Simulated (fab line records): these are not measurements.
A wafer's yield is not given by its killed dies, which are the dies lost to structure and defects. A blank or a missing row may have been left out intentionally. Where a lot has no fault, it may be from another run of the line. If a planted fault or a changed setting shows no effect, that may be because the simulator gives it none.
8D (eight disciplines) problem report, filled in by code ; flow sfqLine ; the parts of the form that need people (team, actions taken, sign-off) are left out

1. THE PROBLEM
Mean M7_NB_RS at SFQ_M7_RS_MEAS_943: 0.772 ohm/sq over 6 wafers in 2 lots; fault-free wafers: 0.891 ohm/sq, standard deviation 0.012. That is -9.9 standard deviations from the usual mean.
The step: measures by four-point-probe.
Seen first at day 75 02:05 on filmMetro-01, wafer L551.1. At this step, 42 wafers from 14 lots have a number in the record. The rule behind "out" and "out of limits": a value lying over 4 standard deviations away from the usual mean. The rest of the wafers with a number are treated as sound.

2. WHAT IT IS, WHAT IT ISN'T
question;is;is not
which readings at this step;M7_NB_RS;-
which lots;L551, L553;L535, L536, L537, L538, L540, L541, L542, L543, L548, L554, L555, L556
which wafers of those lots;all that have a number;-
read on which gauges;filmMetro-01, filmMetro-03;-
when;from day 75 02:05;"up to then (27 sound wafers); but 9 sound wafers of L554, L555, L556 came after"

3. THE SUSPECTS, EACH WITH WHAT RULES IT OUT
Counting: a tool at any process step up to the reading remains a suspect when it ran all the lots that are out and ran no sound lot after the first of those.
- the gauge at SFQ_M7_RS_MEAS_943 is ruled out. Those wafers that are out were read across 2 gauges (filmMetro-01, filmMetro-03).
- pvdSputter-05 at SFQ_TRILAYER_M7_DEP_SPUTTER_175 (material Nb, target thk 200 nm, time 133.3 s): kept. It ran every lot that is out, first L551 (day 75 01:59), and no sound lot after that; its last sound lot up to then is L548 (day 74 14:21). Out on those wafers are its own readings of cathodeDcPowerW.
After counting, what remains is pvdSputter-05 at SFQ_TRILAYER_M7_DEP_SPUTTER_175.

4. THE CAUSE (what the simulator had put in)
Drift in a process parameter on pvdSputter-05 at SFQ_TRILAYER_M7_DEP_SPUTTER_175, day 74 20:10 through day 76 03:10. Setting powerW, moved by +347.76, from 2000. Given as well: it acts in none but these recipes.
The count eliminated every tool but this one.

5. THE CHAIN OF EFFECTS, in route order
Each row: a reading where the mean over the struck wafers with a number is more than 3 standard deviations away from the usual. Only readings whose record carries a usual standard deviation are examined. hours: median over the lots of the time between each lot's start at the first step of this table that gives one and its start at this step. sigmas: the change, counted in usual standard deviations.
hours;step;reading;usual;on struck wafers;change;sigmas
0;SFQ_TRILAYER_M7_DEP_SPUTTER_175;cathodeDcPowerW;2000.0 W;2347.8;+347.8;+99 or more
0;SFQ_M7_RS_MEAS_943;M7_NB_RS;0.891 ohm/sq;0.772;-0.119;-9.9
89;SFQ_TRILAYER_M7_ETCH_METAL_ETCH_180;oesProductAu;0.893 a.u.;0.972;+0.079;+10
The process steps in it:
- SFQ_TRILAYER_M7_DEP_SPUTTER_175: material Nb, target thk 200 nm, time 133.3 s.
- SFQ_TRILAYER_M7_ETCH_METAL_ETCH_180: etches Nb in Cl2/Ar, stops on SiO2, target depth 240 nm, time 120 s.

6. HOW IT WOULD HAVE BEEN CAUGHT EARLIER
Counted from the fault's start at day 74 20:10, it took 6 hours until the first out-of-limits reading at a measuring or inspecting step in this record, taken at day 75 02:05.
The tool's own readings at SFQ_TRILAYER_M7_DEP_SPUTTER_175 were out on every struck wafer that the step has a row for (cathodeDcPowerW): an alarm limit on them would have fired on the first of those.
L553, from the lots that are out (2), started SFQ_TRILAYER_M7_DEP_SPUTTER_175 on pvdSputter-05 later than day 75 02:05. Holding the tool at that time would have saved it.
